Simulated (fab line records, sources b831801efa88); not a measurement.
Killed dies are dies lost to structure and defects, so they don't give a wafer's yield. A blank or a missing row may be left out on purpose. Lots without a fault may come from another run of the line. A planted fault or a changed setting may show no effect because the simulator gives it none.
One fault seen from 2 desks | flow gf180mcu | each desk has only its own numbers; what lay behind them comes last

THE TOOL OWNER'S DESK: cvd_w-01
The tool's own readings at GF_V3_CVD_23 (deposits W, target thk 350 nm, time 104.9 s): means of the sampled wafers that have a number, for each lot that ran on this tool. A lot is out of limits, marked OUT, if its mean lies more than 4 standard deviations from the usual mean; the brackets give that distance.
Columns: A = heater_power_w at GF_V3_CVD_23, usual 845 W; B = susceptor_temp_C at GF_V3_CVD_23, usual 400.00 C
lot  | first seen here | A   | B
L578 | day 25 21:41    | 933 | 414.76 (+64) OUT
L579 | day 26 03:28    | 939 | 414.54 (+63) OUT
L590 | day 29 07:39    | 878 | 400.04
This desk's finding: out of limits on L578, L579; first on L578, day 25 21:41 (susceptor_temp_C at GF_V3_CVD_23). In limits: L590.

THE METROLOGY DESK
What the gauges read, lot by lot, whatever tool the lot ran on: means of the sampled wafers that have a number. A lot is out of limits, marked OUT, if its mean lies more than 4 standard deviations from the usual mean; the brackets give that distance.
Columns: A = V3_W_RS at GF_V3_RS_MEAS_24, usual 0.326 ohm/sq; B = V3_W_THK at GF_V3_THK_MEAS_25, usual 358 nm
lot  | first seen here | A               | B
L569 | day 22 15:16    | 0.327           | 355
L578 | day 25 21:47    | 0.249 (-16) OUT | 475 (+14) OUT
L579 | day 26 03:35    | 0.250 (-16) OUT | 474 (+14) OUT
L581 | day 27 00:47    | 0.331           | 346
L583 | day 27 16:14    | 0.336           | 343
L586 | day 28 05:14    | 0.327           | 361
L587 | day 28 07:53    | 0.325           | 361
L588 | day 28 14:41    | 0.327           | 355
L590 | day 29 07:46    | 0.320           | 363
L591 | day 29 20:02    | 0.332           | 354
This desk's finding: out of limits on L578, L579; first on L578, day 25 21:47 (V3_W_RS at GF_V3_RS_MEAS_24). In limits: L569, L581, L583, L586, L587, L588, L590, L591.

PUT TOGETHER
The tool owner's desk could have raised an alarm at day 25 21:41, on L578, L579.
The metrology desk could have raised an alarm at day 25 21:47, on L578, L579.
Of the lots named, all ran GF_V3_CVD_23 on cvd_w-01.

WHAT THE SIMULATOR HAD PUT IN
Process parameter drift: cvd_w-01, from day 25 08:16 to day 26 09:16, at GF_V3_CVD_23. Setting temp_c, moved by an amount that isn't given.
Lots struck among those shown: L578, L579.
Hours from the fault's start to each desk's first reading out of limits: the tool owner's desk, 13; the metrology desk, 14.
